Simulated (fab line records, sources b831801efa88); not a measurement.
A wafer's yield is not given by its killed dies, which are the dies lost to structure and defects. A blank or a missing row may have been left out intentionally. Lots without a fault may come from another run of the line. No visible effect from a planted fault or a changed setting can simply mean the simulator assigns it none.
Comparing a struck lot with a sound one ; flow sky130 ; 14 out of 708 route steps
Sound: the wafers L452.2, L452.3, L452.4. Struck: wafer L457.2. (L457.3 of the same lot was not struck and is left out.) The cause comes at the end.
Order at every step that has rows: each side's tool, ch and its chambers, its first start. Under that, the readings that differ: sound wafers ; struck wafers ; difference of the means ; sigmas: that difference in standard deviations of wafers without a fault.
alike: a reading whose means differ by less than 2 such deviations, as well as words and numbers matching on both sides. not compared: withheld readings; readings where some wafer has no value; bounds like >300 that might hide an equal value; numbers whose values overlap and for which the record gives no deviation.
A row with sigmas, a row that says differs or no value, or rows on one side alone: a step with any of these is where the two part. Numbers that have no deviation but don't overlap get no sigmas and don't part them. Lack of a reading on every wafer of one side parts them only where that side has two or more wafers.

first, 7 steps without rows for these wafers: SKY_METAL3_HMDS_06 (prime time 60 s); SKY_METAL3_COAT_07 (resist thk 60 nm); SKY_METAL3_COAT_08 (resist thk 1140 nm); SKY_METAL3_SOFTBAKE_09 (time 90 s); SKY_METAL3_EXPOSE_10 (exposes mask MM3, target cd 300 nm); SKY_METAL3_PEB_11; SKY_METAL3_DEVELOP_12 (develop time 60 s).
SKY_METAL3_CD_MEAS_13 targets a cd of 300 nm.
  sound on cd_sem-02 at day 40 17:01; struck on cd_sem-01 at day 42 08:47
  alike: cd_nm
SKY_METAL3_OVL_MEAS_14:
  sound on overlay-01 at day 40 17:07; struck on overlay-01 at day 42 08:54
  alike: METAL3_OVL
SKY_METAL3_DESCUM_15: chemistry O2, time 8 s.
  sound on rie_metal-02 ch 0,1, day 40 17:08; struck on rie_metal-04 ch 0, day 42 08:56
  alike: drypump_motor_current_A, oes_product_au
  not compared: rf_hours_counter_h
SKY_METAL3_ETCH_16: etches BARC in N2/H2, stops on SiO2, time 88.2 s, target depth 60 nm.
  sound on rie_metal-02 ch 0,1, day 40 17:10; struck on rie_metal-04 ch 0, day 42 08:58
  alike: drypump_motor_current_A, oes_product_au, throttle_valve_pct
  not compared: rf_hours_counter_h
SKY_METAL3_ETCH_17: etches SiO2 in C4F8/O2/Ar, stops on TiN, time 3.9 s, target depth 15 nm.
  sound on rie_diel-04 ch 1,2,3, day 40 17:16; struck on rie_diel-04 ch 1, day 42 09:04
  alike: oes_product_au
  not compared: rf_hours_counter_h
SKY_METAL3_METAL_ETCH_18: etches the open film in Cl2/BCl3, stops on SiO2, target depth 845 nm, time 183.1 s.
  sound on rie_metal-01 ch 0,1, day 40 17:17; struck on rie_metal-02 ch 1, day 42 09:04
reading;sound;struck;difference;sigmas
over_etch_frac;0.3 0.3 0.3;0.27375;-0.02625;
model.KrF-thick_of_METAL3_COAT_08.thk_nm (nm);531.8 532.5 528;533.5;+2.7;
  alike: drypump_motor_current_A, oes_product_au, throttle_valve_pct
  not compared: rf_hours_counter_h
SKY_METAL3_STRIP_19: strips in O2/N2.
  sound on plasma_asher-02 ch 0,1, day 40 17:28; struck on plasma_asher-03 ch 1, day 42 09:15
reading;sound;struck;difference;sigmas
drypump_motor_current_A (A);5.8 5.8 5.7;4.9;-0.9;-2
  alike: oes_product_au, strip_time_to_endpoint_s
  not compared: rf_hours_counter_h

WHERE THEY PART
At SKY_METAL3_STRIP_19 and nowhere else, as far as this record goes.

WHY: whatever the simulator had introduced
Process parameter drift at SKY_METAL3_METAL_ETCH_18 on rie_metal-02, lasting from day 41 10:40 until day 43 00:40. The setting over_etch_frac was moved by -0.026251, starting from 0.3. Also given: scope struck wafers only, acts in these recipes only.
